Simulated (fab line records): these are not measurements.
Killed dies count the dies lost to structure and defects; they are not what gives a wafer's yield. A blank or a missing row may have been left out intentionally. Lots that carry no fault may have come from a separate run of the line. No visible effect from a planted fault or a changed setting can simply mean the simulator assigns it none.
A struck lot beside a sound one | flow sky130 | 26 steps out of a route of 708
Sound: wafers L284.2, L284.5, L284.6. The struck wafers were L273.3, L273.4, L273.6. The cause is named last.
At each step with rows: each side's tool, then ch and its chambers, then its first start. Under that, the readings that differ: sound wafers | struck wafers | difference of the means | sigmas: that difference in standard deviations of wafers without a fault.
alike: a reading whose means differ by less than 2 such deviations, as well as words and numbers matching on both sides. not compared: withheld readings; readings where some wafer has no value; bounds like >300 that might hide an equal value; numbers whose values overlap and for which the record gives no deviation.
Wherever a step has rows on one side only, a row that says differs or no value, or a row with sigmas, the two part there. Numbers that don't overlap but have no deviation are shown without sigmas and don't part them. A reading that every wafer of one side lacks parts them only if that side has two wafers or more.

SKY_LDD_N_STRIP_16: strips in O2/N2.
  sound on plasma_asher-02 ch 0,1, day 24 10:08; struck on plasma_asher-01 ch 0,1, day 20 16:28
  alike: chamber_pressure_mTorr, drypump_motor_current_A, oes_product_au, strip_time_to_endpoint_s
  not compared: rf_hours_counter_h
SKY_LDD_N_TW_MEAS_17:
  sound on film_metro-04 at day 24 10:14; struck on film_metro-03 at day 20 16:34
  reading  | sound          | struck         | difference | sigmas
  LDD_N_TW | 2569 2571 2578 | 2610 2604 2605 | +34        | +3
then, 7 steps without rows for these wafers: SKY_LDD_P_DEHYDRATE_00 (time 60 s); SKY_LDD_P_HMDS_01 (prime time 60 s); SKY_LDD_P_COAT_02 (resist thk 1140 nm); SKY_LDD_P_SOFTBAKE_03 (time 60 s); SKY_LDD_P_EXPOSE_04 (exposes mask PSDM, target cd 380 nm); SKY_LDD_P_PEB_05; SKY_LDD_P_DEVELOP_06 (develop time 60 s).
SKY_LDD_P_CD_MEAS_07: target cd 380 nm.
  sound on cd_sem-02 at day 25 15:08; struck on cd_sem-01 at day 21 23:38
  reading    | sound             | struck            | difference | sigmas
  cd_nm (nm) | 388.8 387.9 385.9 | 382.2 381.5 381.7 | -5.7       | -2
SKY_LDD_P_OVL_MEAS_08:
  sound on overlay-01 at day 25 15:15; struck on overlay-02 at day 21 23:44
  alike: LDD_P_OVL
then, 1 step without rows for these wafers: SKY_LDD_P_IMPLANT_09.
SKY_LDD_P_STRIP_10: strips in O2/N2.
  sound on plasma_asher-04 ch 0,1, day 25 15:26; struck on plasma_asher-04 ch 0,1, day 21 23:56
  no value came back on the struck wafers for chamber_pressure_mTorr (mTorr), drypump_motor_current_A (A), oes_product_au (a.u.), strip_time_to_endpoint_s (s); on the sound wafers chamber_pressure_mTorr (mTorr) reads 1499.1 1498.2 1498.6
  reading                                    | sound | struck         | difference | sigmas
  model.NOVOLAK_of_LDD_P_COAT_02.thk_nm (nm) | 0 0 0 | 1137 1135 1136 | +1136      |
  not compared: rf_hours_counter_h
SKY_LDD_P_TW_MEAS_11:
  sound on film_metro-02 at day 25 15:32; struck on film_metro-02 at day 22 00:01
  alike: LDD_P_TW
then, 7 steps without rows for these wafers: SKY_LDD_HVN_DEHYDRATE_00 (time 60 s); SKY_LDD_HVN_HMDS_01 (prime time 60 s); SKY_LDD_HVN_COAT_02 (resist thk 300 nm); SKY_LDD_HVN_SOFTBAKE_03 (time 60 s); SKY_LDD_HVN_EXPOSE_04 (exposes mask HVNTM, target cd 700 nm); SKY_LDD_HVN_PEB_05; SKY_LDD_HVN_DEVELOP_06 (develop time 60 s).
SKY_LDD_HVN_OVL_MEAS_07:
  sound on overlay-01 at day 26 20:30; struck on overlay-01 at day 23 05:44
  alike: LDD_HVN_OVL
then, 1 step without rows for these wafers: SKY_LDD_HVN_IMPLANT_08.
SKY_LDD_HVN_STRIP_09: strips in O2/N2.
  sound on plasma_asher-03 ch 0,1, day 26 20:41; struck on plasma_asher-03 ch 0,1, day 23 05:56
  reading                      | sound             | struck               | difference | sigmas
  oes_product_au (a.u.)        | 0.411 0.393 0.407 | 0.715 0.718 0.715    | +0.312     | +65
  strip_time_to_endpoint_s (s) | 4.117 4.118 4.122 | 21.699 21.663 21.688 | +17.564    | +99 or more
  alike: chamber_pressure_mTorr, drypump_motor_current_A
  not compared: rf_hours_counter_h
SKY_LDD_HVN_TW_MEAS_10:
  sound on film_metro-02 at day 26 20:47; struck on film_metro-01 at day 23 06:02
  reading    | sound          | struck   | difference | sigmas
  LDD_HVN_TW | 1443 1442 1444 | 30 30 30 | -1413      | -99 or more
then, 1 step without rows for these wafers: SKY_LDD_HVP_DEHYDRATE_00 (time 60 s).

== WHERE THEY PART ==
Last at SKY_LDD_HVN_TW_MEAS_10 as far as this record goes, first at SKY_LDD_N_TW_MEAS_17.

WHY: what the simulator had put in
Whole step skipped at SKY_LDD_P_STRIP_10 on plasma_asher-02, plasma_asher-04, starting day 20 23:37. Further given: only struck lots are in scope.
